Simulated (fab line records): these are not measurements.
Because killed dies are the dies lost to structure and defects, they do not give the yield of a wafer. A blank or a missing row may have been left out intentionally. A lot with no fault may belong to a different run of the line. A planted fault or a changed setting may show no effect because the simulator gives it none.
Chamber matching	flow sfq-line	4 sister chambers for SFQ_TRILAYER_I4_CMP_CMP_100 on cmp-02
The step polishes SiO2. 4 wafers are shown with their chamber, then 7 later ones without.

WAFERS, EACH WITH ITS CHAMBER
wafer	chamber	motor-current-A (A)
L611.1	0	9.5
L612.5	3	10.9
L614.1	1	9.5
L614.2	2	9.9

WAFERS WITH NO CHAMBER GIVEN
wafer	motor-current-A (A)
L614.6	9.4
L617.3	10.9
L617.2	9.6
L617.6	11.1
L619.1	9.6
L619.3	9.1
L619.4	11.0

WHICH CHAMBER EACH WENT THROUGH
wafer	from the rows above	in truth
L614.6	can't be placed: 0 or 1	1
L617.3	3	3
L617.2	can't be placed: 0 or 1 or 2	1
L617.6	3	3
L619.1	can't be placed: 0 or 1 or 2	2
L619.3	can't be placed: 0 or 1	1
L619.4	3	3
Correctly placed: 3 of 7. Unplaceable from these rows: 4, with the true chamber sitting among the candidates in 4. Number placed wrongly: 0.
How it was worked out, from the rows above alone: a wafer's distance from a chamber is the root of the sum, over the readings, of the square of ((its reading less the chamber's mean) divided by the reading's scatter). If the next closest chamber is less than 2 further off than the closest, the wafer can't be placed; otherwise it belongs to the closest. For every chamber, the mean is computed from those of its wafers that are shown. The scatter: root of mean squared gap, hidden wafer to nearest shown wafer, with one shown wafer a chamber.
